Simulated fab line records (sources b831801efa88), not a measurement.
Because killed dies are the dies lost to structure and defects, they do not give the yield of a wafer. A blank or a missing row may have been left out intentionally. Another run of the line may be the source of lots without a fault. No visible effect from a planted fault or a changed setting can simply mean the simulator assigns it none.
One fault through the eyes of 2 desks    flow gf180mcu    only its own numbers are on each desk; what lay behind them is given at the end

== TOOL OWNER'S DESK, rtp anneal-01 ==
At GF_SALICIDE_RTA_08 (time 30 s), the tool's own readings, given per lot that ran on this tool as the mean of the sampled wafers with a number. Any lot whose mean is over 4 standard deviations away from the usual mean is out of limits and marked OUT; that distance is given in the brackets.
Columns: A = anneal temp c max at GF_SALICIDE_RTA_08, usual 804.2; B = chamber o2 ppm at GF_SALICIDE_RTA_08, usual 1.995; C = lamp power pct at GF_SALICIDE_RTA_08, usual 16.2 %; D = wafer_temp_C_max at GF_SALICIDE_RTA_08, usual 804.8
lot   first seen here  A      B      C     D
L109  day 15 06:31     804.0  1.983  16.9  806.3
L114  day 17 11:38     803.9  2.007  16.9  805.5
L115  day 18 02:31     804.0  1.988  16.9  807.2
L116  day 18 02:49     804.3  2.002  16.9  806.8
L118  day 18 16:23     804.3  1.991  16.9  805.5
L119  day 19 02:32     804.3  1.986  16.9  806.2
L121  day 19 22:46     804.1  1.996  16.9  806.8
Result from this desk: across the 7 lots, nothing is out of limits.

== AT THE METROLOGY DESK ==
Lot by lot, what the gauges showed, no matter which tool ran the lot: averages of those sampled wafers that carry a number. Any lot whose mean is over 4 standard deviations away from the usual mean is out of limits and marked OUT; that distance is given in the brackets.
Columns: A = NSD_RS at GF_PSD_RS_MEAS_14, usual 46.13 ohm/sq; B = cd nm at GF_CONTACT_CD_MEAS_14, usual 220.3 nm
lot   first seen here  A      B
L109  day 14 09:04     45.93  220.4
L110  day 15 00:40     46.28  218.1
L112  day 15 17:19     46.15  219.4
L113  day 16 04:20     46.24  220.0
L114  day 16 11:47     46.11  222.2
L115  day 17 02:07     46.20  220.7
L116  day 17 02:24     46.14  220.9
L117  day 17 07:53     46.04  221.5
L118  day 17 15:46     46.10  222.0
L119  day 18 01:57     46.09  218.9
L121  day 18 21:19     46.07  220.7
L129  day 21 18:17     46.23  220.8
L130  day 21 22:41     46.16  -
L131  day 22 01:29     46.12  -
Result from this desk: across the 14 lots, nothing is out of limits.

== BROUGHT TOGETHER ==
The tool owner's desk saw nothing out of limits.
The metrology desk saw nothing out of limits.

== WHAT THE SIMULATOR HAD PUT IN ==
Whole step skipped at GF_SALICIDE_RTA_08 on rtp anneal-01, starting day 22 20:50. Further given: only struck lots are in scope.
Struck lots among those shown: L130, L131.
